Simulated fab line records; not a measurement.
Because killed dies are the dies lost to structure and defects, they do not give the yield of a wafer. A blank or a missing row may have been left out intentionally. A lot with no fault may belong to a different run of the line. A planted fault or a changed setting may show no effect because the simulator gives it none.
Chamber matching | flow gf180mcu | GF_V1_CMP_26 on cmp-01 has 4 sister chambers
The step polishes, stops on SiO2, t overpolish 15 s, target thk 0 nm. 14 wafers are shown with their chamber, then 7 later ones without.

== WAFERS PAIRED WITH THEIR CHAMBERS ==
wafer  | chamber | motorCurrentA (A) | timeToEndpointS (s) | headPressurePsi (psi)
L866.1 | 2       | 11.4              | 87                  | 3.504
L866.2 | 1       | 10.6              | 88                  | 3.491
L866.5 | 1       | 10.7              | 86                  | 3.501
L872.2 | 1       | 10.8              | 83                  | 3.492
L872.4 | 0       | 12.9              | 73                  | 3.512
L872.6 | 3       | 10.4              | 83                  | 3.497
L873.1 | 1       | 10.3              | 82                  | 3.503
L873.3 | 3       | 10.4              | 81                  | 3.498
L873.6 | 3       | 10.4              | 87                  | 3.497
L878.3 | 2       | 12.3              | 83                  | 3.505
L878.5 | 2       | 11.2              | 86                  | 3.497
L878.6 | 3       | 10.3              | 80                  | 3.499
L881.1 | 1       | 10.5              | 82                  | 3.509
L881.3 | 3       | 10.1              | 82                  | 3.494

SIGNATURES (means of the wafers above)
reading         | chamber 0 | chamber 1 | chamber 2 | chamber 3 | scatter within a chamber
motorCurrentA   | 12.900    | 10.580    | 11.633    | 10.320    | 0.3
timeToEndpointS | 73.00     | 84.20     | 85.33     | 82.60     | 2.58
headPressurePsi | 3.51200   | 3.49920   | 3.50200   | 3.49700   | 0.00534
Rule: a wafer lies at a distance from a chamber equal to the root of the sum of squares, over the readings, of (its reading less the chamber's mean, divided by the reading's scatter). If the next closest chamber is less than 2 further off than the closest, the wafer can't be placed; otherwise it belongs to the closest. The scatter: take each reading less its chamber's mean, square it, sum over the shown wafers, divide by the number of wafers less the number of chambers, and take the root.

== WAFERS MISSING THEIR CHAMBER ==
wafer  | motorCurrentA (A) | timeToEndpointS (s) | headPressurePsi (psi)
L881.5 | 10.4              | 84                  | 3.523
L882.2 | 9.9               | 82                  | 3.506
L882.4 | 12.8              | 77                  | 3.493
L882.5 | 12.1              | 83                  | 3.503
L885.1 | 10.2              | 85                  | 3.482
L885.3 | 13.2              | 80                  | 3.503
L885.4 | 10.6              | 86                  | 3.508

== CHAMBER TAKEN BY EACH ==
wafer  | from the rows above          | in truth
L881.5 | can't be placed: 1 or 3 or 2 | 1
L882.2 | can't be placed: 3 or 1      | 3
L882.4 | can't be placed: 0 or 2      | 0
L882.5 | 2                            | 2
L885.1 | can't be placed: 3 or 1      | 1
L885.3 | 0                            | 0
L885.4 | can't be placed: 1 or 3 or 2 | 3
Correctly placed: 2 of 7. These rows do not allow placing 5 (true chamber among the candidates in 5). Number placed wrongly: 0.
